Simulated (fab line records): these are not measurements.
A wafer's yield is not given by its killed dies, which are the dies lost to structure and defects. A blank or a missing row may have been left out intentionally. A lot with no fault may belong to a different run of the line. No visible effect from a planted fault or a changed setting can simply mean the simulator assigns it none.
Code-filled problem report in 8D (eight disciplines) form -- flow gf180mcu -- the parts of the form that need people (team, actions taken, sign-off) are left out

## 1. WHAT IS WRONG
Mean V3_W_RS at GF_V3_RS_MEAS_24: 0.891 ohm/sq over 3 wafers in 2 lots; fault-free wafers: 0.327 ohm/sq, standard deviation 0.0037. That is +99 or more standard deviations from the usual mean.
The step: measures by four-point-probe.
The first sign was on wafer L149.5 at day 26 01:43, on film_metro-01. Wafers with a number at this step in the record: 30, from 10 lots. Rule for "out" (also "out of limits"): further than 4 standard deviations from the usual mean. The other wafers with a number count as sound.

## 2. WHAT IT IS AND WHAT IT IS NOT
question,is,is not
which readings at this step,V3_W_RS,-
which lots,"L149, L151","L136, L139, L142, L145, L148, L155, L158, L159"
which wafers of those lots,"L149.5, L151.2, L151.4","L149.1, L149.3, L151.3"
read on which gauges,film_metro-01,"film_metro-02, film_metro-04"
when,from day 26 01:43,"up to then (17 sound wafers); but 10 sound wafers of L151, L155, L158, L159 came after"

## 3. SUSPECTS, AND WHAT RULES EACH OUT
Counting: any tool at a process step up to the reading remains a suspect provided it ran every lot that is out. Sound lots after the first of them don't rule it out here, since some wafers of a struck lot are sound.
- the gauge at GF_V3_RS_MEAS_24: ruled out. All the wafers that are out were read on film_metro-01, but those of them that GF_V3_CMP_26 has rows for are out there too, on other tools.
- cvd_w-01 at GF_V3_CVD_23 (deposits W, target thk 350 nm, time 104.9 s): kept. It processed each lot that is out (first: L149, day 26 01:37); up to then, its last sound lot is L142 (day 23 19:02).
The count leaves cvd_w-01 at GF_V3_CVD_23.

## 4. THE CAUSE (what the simulator had put in)
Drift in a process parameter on cvd_w-01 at GF_V3_CVD_23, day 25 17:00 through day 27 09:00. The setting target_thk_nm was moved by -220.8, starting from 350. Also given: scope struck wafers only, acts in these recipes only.
After counting, this tool was the only one left.

## 5. SEQUENCE OF EFFECTS, ordered by route
Rows list readings where the struck wafers' mean (over those with a number) sits beyond 3 standard deviations from the usual. Only readings whose record carries a usual standard deviation are examined. hours: median over the lots of the time between each lot's start at the first step of this table that gives one and its start at this step. sigmas: the change, counted in usual standard deviations.
hours,step,reading,usual,on struck wafers,change,sigmas
0,GF_V3_RS_MEAS_24,V3_W_RS,0.327 ohm/sq,0.891,+0.564,+99 or more
5,GF_V3_THK_MEAS_25,V3_W_THK,346 nm,129,-217,-42
11,GF_V3_CMP_26,time_to_endpoint_s,84 s,32,-52,-11
It contains these process steps:
- GF_V3_CMP_26: polishes, stops on SiO2, t overpolish 15 s, target thk 0 nm.

## 6. HOW IT WOULD HAVE BEEN CAUGHT EARLIER
Counted from the fault's start at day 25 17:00, it took 9 hours until the first out-of-limits reading at a measuring or inspecting step in this record, taken at day 26 01:43.
Tool readings at GF_V3_CVD_23 with a usual standard deviation given in the record: none out on any struck wafer, hence no alarm at a limit of 4 standard deviations on them.
Of the lots that are out (2), L151 began GF_V3_CVD_23 on cvd_w-01 after day 26 01:43. Putting the tool on hold at that point would have spared it.
